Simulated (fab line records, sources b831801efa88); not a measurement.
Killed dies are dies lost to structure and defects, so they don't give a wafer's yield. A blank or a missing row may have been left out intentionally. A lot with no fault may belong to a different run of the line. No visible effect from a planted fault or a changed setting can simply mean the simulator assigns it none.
Split-lot study :: flow gf180mcu :: 5 lots, 23 wafers read, on a route of 602 steps

ABOUT THE SPLIT
At GF_V5_CMP_04 (polishes SiO2), the setting leave above ref nm was moved away from the recipe's 855 nm on 5 of the 23 wafers read, by +4.4% to +6.6%. All remaining wafers had this setting at the recipe value.

FROM THE SPLIT TO THE READING: what the file shows between them, 2 steps
- GF_V5_DEHYDRATE_06: time 60 s
- GF_V5_ETCH_16: etches BARC in N2/H2

THE READING
V5.feature depth nm (the simulator's own value, which no gauge read), in nm, at GF_V5_ETCH_17 (etches SiO2 in C4F8/O2/Ar, stops on TiN, target depth 855 nm). There is no usual value for it anywhere in the file. Across the 18 wafers here that went through the recipe, the average is 855.0 nm and the standard deviation 0.81 nm.

wafer: L074.3
tool, chamber at the split: cmp-02, 3
leave above ref nm as run, nm: 855
against the recipe: recipe
V5.feature depth nm, nm: 854.6
against lot-mates on the recipe: -

wafer: L074.4
tool, chamber at the split: cmp-02, 0
leave above ref nm as run, nm: 855
against the recipe: recipe
V5.feature depth nm, nm: 854
against lot-mates on the recipe: -

wafer: L074.5
tool, chamber at the split: cmp-02, 0
leave above ref nm as run, nm: 855
against the recipe: recipe
V5.feature depth nm, nm: 854.7
against lot-mates on the recipe: -

wafer: L079.1
tool, chamber at the split: cmp-02, 0
leave above ref nm as run, nm: 855
against the recipe: recipe
V5.feature depth nm, nm: 855.5
against lot-mates on the recipe: -

wafer: L079.3
tool, chamber at the split: cmp-02, 1
leave above ref nm as run, nm: 855
against the recipe: recipe
V5.feature depth nm, nm: 855.3
against lot-mates on the recipe: -

wafer: L079.4
tool, chamber at the split: cmp-02, 3
leave above ref nm as run, nm: 855
against the recipe: recipe
V5.feature depth nm, nm: 854.8
against lot-mates on the recipe: -

wafer: L079.5
tool, chamber at the split: cmp-02, 0
leave above ref nm as run, nm: 855
against the recipe: recipe
V5.feature depth nm, nm: 853.8
against lot-mates on the recipe: -

wafer: L079.6
tool, chamber at the split: cmp-02, 3
leave above ref nm as run, nm: 855
against the recipe: recipe
V5.feature depth nm, nm: 854.3
against lot-mates on the recipe: -

wafer: L080.1
tool, chamber at the split: cmp-01, 2
leave above ref nm as run, nm: 892.8
against the recipe: +4.4%
V5.feature depth nm, nm: 893.3
against lot-mates on the recipe: +37.3

wafer: L080.2
tool, chamber at the split: cmp-01, 1
leave above ref nm as run, nm: 855
against the recipe: recipe
V5.feature depth nm, nm: 855
against lot-mates on the recipe: -

wafer: L080.3
tool, chamber at the split: cmp-01, 3
leave above ref nm as run, nm: 892.8
against the recipe: +4.4%
V5.feature depth nm, nm: 893.9
against lot-mates on the recipe: +37.9

wafer: L080.5
tool, chamber at the split: cmp-01, 3
leave above ref nm as run, nm: 855
against the recipe: recipe
V5.feature depth nm, nm: 856.9
against lot-mates on the recipe: -

wafer: L080.6
tool, chamber at the split: cmp-01, 0
leave above ref nm as run, nm: 892.8
against the recipe: +4.4%
V5.feature depth nm, nm: 893.5
against lot-mates on the recipe: +37.5

wafer: L081.1
tool, chamber at the split: cmp-02, 1,2,3
leave above ref nm as run, nm: 855
against the recipe: recipe
V5.feature depth nm, nm: 855.1
against lot-mates on the recipe: -

wafer: L081.3
tool, chamber at the split: cmp-02, 1,2,3
leave above ref nm as run, nm: 855
against the recipe: recipe
V5.feature depth nm, nm: 855.1
against lot-mates on the recipe: -

wafer: L081.5
tool, chamber at the split: cmp-02, 1,2,3
leave above ref nm as run, nm: 855
against the recipe: recipe
V5.feature depth nm, nm: 855.1
against lot-mates on the recipe: -

wafer: L081.4
tool, chamber at the split: cmp-02, 0
leave above ref nm as run, nm: 855
against the recipe: recipe
V5.feature depth nm, nm: 854.2
against lot-mates on the recipe: -

wafer: L081.6
tool, chamber at the split: cmp-02, 0
leave above ref nm as run, nm: 855
against the recipe: recipe
V5.feature depth nm, nm: 855.8
against lot-mates on the recipe: -

wafer: L082.2
tool, chamber at the split: cmp-02, 0
leave above ref nm as run, nm: 911.6
against the recipe: +6.6%
V5.feature depth nm, nm: 911.5
against lot-mates on the recipe: +56.1

wafer: L082.3
tool, chamber at the split: cmp-02, 1
leave above ref nm as run, nm: 911.6
against the recipe: +6.6%
V5.feature depth nm, nm: 913
against lot-mates on the recipe: +57.6

wafer: L082.4
tool, chamber at the split: cmp-02, 2
leave above ref nm as run, nm: 855
against the recipe: recipe
V5.feature depth nm, nm: 856.7
against lot-mates on the recipe: -

wafer: L082.5
tool, chamber at the split: cmp-02, 3
leave above ref nm as run, nm: 855
against the recipe: recipe
V5.feature depth nm, nm: 855.3
against lot-mates on the recipe: -

wafer: L082.6
tool, chamber at the split: cmp-02, 0
leave above ref nm as run, nm: 855
against the recipe: recipe
V5.feature depth nm, nm: 854.3
against lot-mates on the recipe: -
The file does not say which wafer passed through which chamber wherever a row lists several chambers: such a row stands for several wafers.

THE FIT
A straight line over all 23 wafers: V5.feature depth nm changes by +8.67 nm for each +1% of leave above ref nm; r = +1.00; the points scatter about the line by 0.8 nm.
The same after taking each lot's own level away (the mean of its wafers on the recipe; 23 wafers): +8.55 nm for each +1%; r = +1.00; scatter 0.68 nm.
According to that fit, moving leave above ref nm by its largest amount changes the reading by 57 nm.
The span of the lots' own levels, 854.43 to 855.95 nm, comes to 1.9 times the standard deviation stated above.
The two slopes agree, so the slope changes little with the lot-to-lot level.
Check: for one of the wafers moved furthest among these (+6.6%), held out of the fit, the line's prediction against its lot-mates is +56.9 nm. It came out at +56.1 nm against them.

FURTHER SPLITS ON THESE WAFERS
Other splits were also applied to these wafers ahead of the reading. Each is held against what the fit with the lots' levels taken away leaves over:
other split on the same wafers: GF_MIM_SPUTTER_08 chamber pressure pa
wafers away from the commonest value: 18
r with V5.feature depth nm (lot level and that fit taken away): +0.03

other split on the same wafers: GF_MIM_METAL_ETCH_19 time s
wafers away from the commonest value: 6
r with V5.feature depth nm (lot level and that fit taken away): -0.08

other split on the same wafers: GF_M5_ETCH_09 source w
wafers away from the commonest value: 10
r with V5.feature depth nm (lot level and that fit taken away): -0.13

THE WHOLE CHAIN: every reading that the file lists as answering this split, in the file's order
step: GF_V5_CMP_04
what it does: polishes SiO2
reading: SiO2_of_V5_CVD_02.thk nm (the simulator's own value, which no gauge read)
change (the file's fit): +8.56 nm for each +1% of the setting
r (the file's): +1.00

step: GF_V5_ETCH_17
what it does: etches SiO2 in C4F8/O2/Ar, stops on TiN, target depth 855 nm
reading: V5.feature depth nm (the simulator's own value, which no gauge read)
change (the file's fit): +8.56 nm for each +1% of the setting
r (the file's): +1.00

FILE'S OWN FIT
V5.feature depth nm changes by +8.56 nm for each +1% of leave above ref nm, r = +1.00.
